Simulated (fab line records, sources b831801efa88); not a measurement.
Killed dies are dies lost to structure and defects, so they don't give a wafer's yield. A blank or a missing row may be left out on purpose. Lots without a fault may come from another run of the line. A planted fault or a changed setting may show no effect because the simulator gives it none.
One fault seen from 2 desks | flow gf180mcu | each desk has only its own numbers; what lay behind them comes last

THE TOOL OWNER'S DESK: hdpcvd-02
The tool's own readings at GF_STI_CVD_23 (deposits SiO2, target thk 650 nm, time 108.3 s): means of the sampled wafers that have a number, for each lot that ran on this tool. A lot is out of limits, marked OUT, if its mean lies more than 4 standard deviations from the usual mean; the brackets give that distance.
Columns: A = pressure_mtorr at GF_STI_CVD_23, usual 6.001 mTorr; B = sih4_flow_sccm at GF_STI_CVD_23, usual 60.00 sccm
lot  | first seen here | A     | B
L131 | day 2 04:08     | 6.001 | 59.87
L132 | day 2 08:29     | 5.999 | 60.12
L133 | day 2 15:28     | 6.002 | 60.07
L134 | day 2 18:44     | 5.998 | 60.15
L135 | day 2 23:30     | 5.987 | 59.77
L138 | day 3 17:46     | 5.999 | 60.04
L146 | day 5 10:31     | 6.009 | 56.05 (-22) OUT
L148 | day 5 19:21     | 6.001 | 51.96 (-45) OUT
This desk's finding: out of limits on L146, L148; first on L146, day 5 10:31 (sih4_flow_sccm at GF_STI_CVD_23). In limits: L131, L132, L133, L134, L135, L138.

THE METROLOGY DESK
What the gauges read, lot by lot, whatever tool the lot ran on: means of the sampled wafers that have a number. A lot is out of limits, marked OUT, if its mean lies more than 4 standard deviations from the usual mean; the brackets give that distance.
Columns: A = STI_CVD_23_THK at GF_STI_THK_MEAS_24, usual 646 nm; B = STI_OXIDATION_02_THK at GF_STI_THK_MEAS_30, usual 10.02 nm; C = MVSD_OVL at GF_MVSD_OVL_MEAS_07, usual -0.1 nm
lot  | first seen here | A              | B     | C
L131 | day 2 04:13     | 645            | 10.11 | 0.7
L132 | day 2 08:34     | 658            | 10.16 | 1.2
L133 | day 2 15:32     | 644            | 9.93  | -1.1
L134 | day 2 18:49     | 633            | 9.94  | -1.3
L135 | day 2 23:38     | 646            | 10.02 | 1.0
L136 | day 3 05:24     | 645            | 10.15 | 0.9
L138 | day 3 17:52     | 648            | 9.62  | -0.4
L146 | day 5 10:35     | 613            | 10.08 | -0.3
L148 | day 5 19:26     | 549 (-8.1) OUT | 9.65  | -0.5
L151 | day 6 10:35     | 647            | 10.00 | -1.0
L153 | day 6 20:26     | 654            | 9.73  | -0.5
L154 | day 7 03:25     | 649            | 10.09 | -0.2
This desk's finding: out of limits on L148; first on L148, day 5 19:26 (STI_CVD_23_THK at GF_STI_THK_MEAS_24). In limits: L131, L132, L133, L134, L135, L136, L138, L146, L151, L153, L154.

PUT TOGETHER
The tool owner's desk could have raised an alarm at day 5 10:31, on L146, L148.
The metrology desk could have raised an alarm at day 5 19:26, on L148.
The metrology desk has L146 on record, within its limits.
Of the lots named, all ran GF_STI_CVD_23 on hdpcvd-02.

WHAT THE SIMULATOR HAD PUT IN
Process parameter drift: hdpcvd-02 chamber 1, from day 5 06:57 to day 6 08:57, at GF_STI_CVD_23. Setting sih4_flow_sccm, moved by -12, from 60. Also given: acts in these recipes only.
Lots struck among those shown: L146, L148.
Hours from the fault's start to each desk's first reading out of limits: the tool owner's desk, 4; the metrology desk, 12.
